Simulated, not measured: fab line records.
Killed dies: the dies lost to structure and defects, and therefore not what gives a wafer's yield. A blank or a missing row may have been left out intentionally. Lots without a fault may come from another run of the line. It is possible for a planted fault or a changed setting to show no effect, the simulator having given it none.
2 desks looking at one fault ; flow sky130 ; every desk sees just its own numbers, and what lay behind them comes last

## FOR THE TOOL OWNER'S DESK: litho track-04
The tool's own readings at SKY_LDD_LDN_DEVELOP_06 (develop time 60 s): means of the sampled wafers that have a number, for each lot that ran on this tool. If a lot's mean is further than 4 standard deviations from the usual mean, the lot is out of limits and carries the mark OUT (the distance appears in the brackets).
Columns: A = chill plate temp C at SKY_LDD_LDN_DEVELOP_06, usual 23.01 C
lot;first seen here;A
L772;day 25 09:22;22.87
L773;day 25 10:34;23.00
L777;day 26 16:37;23.10
L781;day 28 05:08;22.93
L783;day 29 12:56;22.95
This desk's finding: nothing out of limits on any of the 5 lots.

## AT THE METROLOGY DESK
Means of the sampled wafers that have a number, per lot and without regard to the tool the lot ran on: this is what the gauges read. If a lot's mean is further than 4 standard deviations from the usual mean, the lot is out of limits and carries the mark OUT (the distance appears in the brackets).
Columns: A = LDD_LDN_TW at SKY_LDD_LDN_TW_MEAS_13, usual 1487; B = SPACER_CVD_00_THK at SKY_SPACER_THK_MEAS_01, usual 43.1 nm; C = cd nm at SKY_POLY_CUT_CD_MEAS_08, usual 269.8 nm
lot;first seen here;A;B;C
L766;day 22 09:37;1495;43.6;271.5
L767;day 23 00:55;1506;43.6;268.6
L769;day 25 06:40;1492;42.8;269.5
L768;day 25 06:59;1466;43.0;268.9
L770;day 25 07:03;1514;43.3;270.8
L772;day 25 10:14;1467;42.9;269.2
L773;day 25 11:26;1464;43.2;271.3
L775;day 26 01:18;1488;43.6;267.2
L774;day 26 01:37;1484;43.5;269.5
L777;day 26 17:29;1514;42.8;270.6
L781;day 28 05:58;765 (-36) OUT;43.7;270.9
L783;day 29 13:50;754 (-37) OUT;42.8;269.8
L788;day 30 11:52;1451;43.0;270.4
L789;day 30 14:37;1451;42.5;268.8
Finding of this desk: L781, L783 out of limits, first seen on L781 at day 28 05:58 (LDD_LDN_TW at SKY_LDD_LDN_TW_MEAS_13). Within limits: L766, L767, L769, L768, L770, L772, L773, L775, L774, L777, L788, L789.

## ALL TOGETHER
The metrology desk could have raised an alarm at day 28 05:58, on L781, L783.
The desk of the tool owner found nothing out of limits.
The tool owner's desk has L781, L783 on record, within its limits.
The lots listed all ran SKY_LDD_LDN_DEVELOP_06 on litho track-04.

## WHAT HAD BEEN PUT IN BY THE SIMULATOR
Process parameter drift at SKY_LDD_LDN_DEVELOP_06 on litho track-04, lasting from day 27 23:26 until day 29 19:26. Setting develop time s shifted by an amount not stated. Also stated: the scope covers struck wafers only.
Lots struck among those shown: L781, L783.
Delay in hours, fault start to first out-of-limits reading, per desk: metrology desk 7.
